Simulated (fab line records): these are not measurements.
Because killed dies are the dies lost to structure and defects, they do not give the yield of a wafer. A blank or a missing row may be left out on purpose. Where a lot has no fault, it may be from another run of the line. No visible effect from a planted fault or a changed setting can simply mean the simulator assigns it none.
8D (eight disciplines) problem report, filled in by code	flow sky130	the parts of the form that need people (team, actions taken, sign-off) are left out

== 1. PROBLEM STATEMENT ==
Wafers without a fault read 56.59 W, standard deviation 0.043; heater-power-total-W at SKY_LDD_HVN_SOFTBAKE_03 reads a mean of 56.01 W on 6 wafers belonging to 2 lots. Relative to the usual mean, that is a shift of -14 standard deviations.
The step: time 60 s.
The first sign was on wafer L288.2 at day 25 09:29, on litho-track-04. Wafers with a number at this step in the record: 42, from 14 lots. By rule, "out" or "out of limits" means more than 4 standard deviations away from the usual mean. The other wafers with a number count as sound.

== 2. WHAT THIS IS AND IS NOT ==
question	is	is not
which readings at this step	heater-power-total-W	-
which lots	L288, L289	L275, L276, L277, L278, L279, L280, L281, L282, L283, L291, L294, L295
which wafers of those lots	all that have a number	-
read on which tools	litho-track-04	litho-track-01, litho-track-03
when	from day 25 09:29	up to then (27 sound wafers); but 9 sound wafers of L291, L294, L295 came after

== 3. WHAT RULES OUT EACH SUSPECT ==
Counting: a tool at any process step up to the reading remains a suspect when it ran all the lots that are out and ran no sound lot after the first of those.
- litho-track-04 at SKY_LDD_HVN_SOFTBAKE_03 (time 60 s): kept. It ran every lot that is out, first L288 (day 25 09:29), and no sound lot after that. Its own readings are out on those wafers: heater-power-total-W.
After counting, what remains is litho-track-04 at SKY_LDD_HVN_SOFTBAKE_03.

== 4. THE CAUSE (what the simulator had put in) ==
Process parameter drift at SKY_LDD_HVN_SOFTBAKE_03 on litho-track-04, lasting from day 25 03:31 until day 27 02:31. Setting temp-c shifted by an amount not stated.
After counting, this tool was the only one left.

== 5. THE EFFECT CHAIN, in route order ==
Rows list readings where the struck wafers' mean (over those with a number) sits beyond 3 standard deviations from the usual. Scope: only readings with a usual standard deviation given in the record; hours: median across lots of the time from each lot's start at the first step in this table that gives one to its start at this step; sigmas: change in usual standard deviations.
hours	step	reading	usual	on struck wafers	change	sigmas
0	SKY_LDD_HVN_SOFTBAKE_03	heater-power-total-W	56.59 W	56.01	-0.58	-14
0	SKY_LDD_HVN_SOFTBAKE_03	plate-temp-C	90.01 C	89.44	-0.57	-4.0
Its process steps:
- SKY_LDD_HVN_SOFTBAKE_03: time 60 s.
Later measuring or inspecting steps at which every struck wafer that the step has a row for has a number for every such reading, and none has moved that far: SKY_LOCAL_INTERCONNECT_CD_MEAS_11, SKY_LOCAL_INTERCONNECT_OVL_MEAS_12.

== 6. HOW IT WOULD HAVE BEEN CAUGHT EARLIER ==
First out-of-limits reading in this record: day 25 09:29, which is 6 hours after fault onset at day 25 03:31.
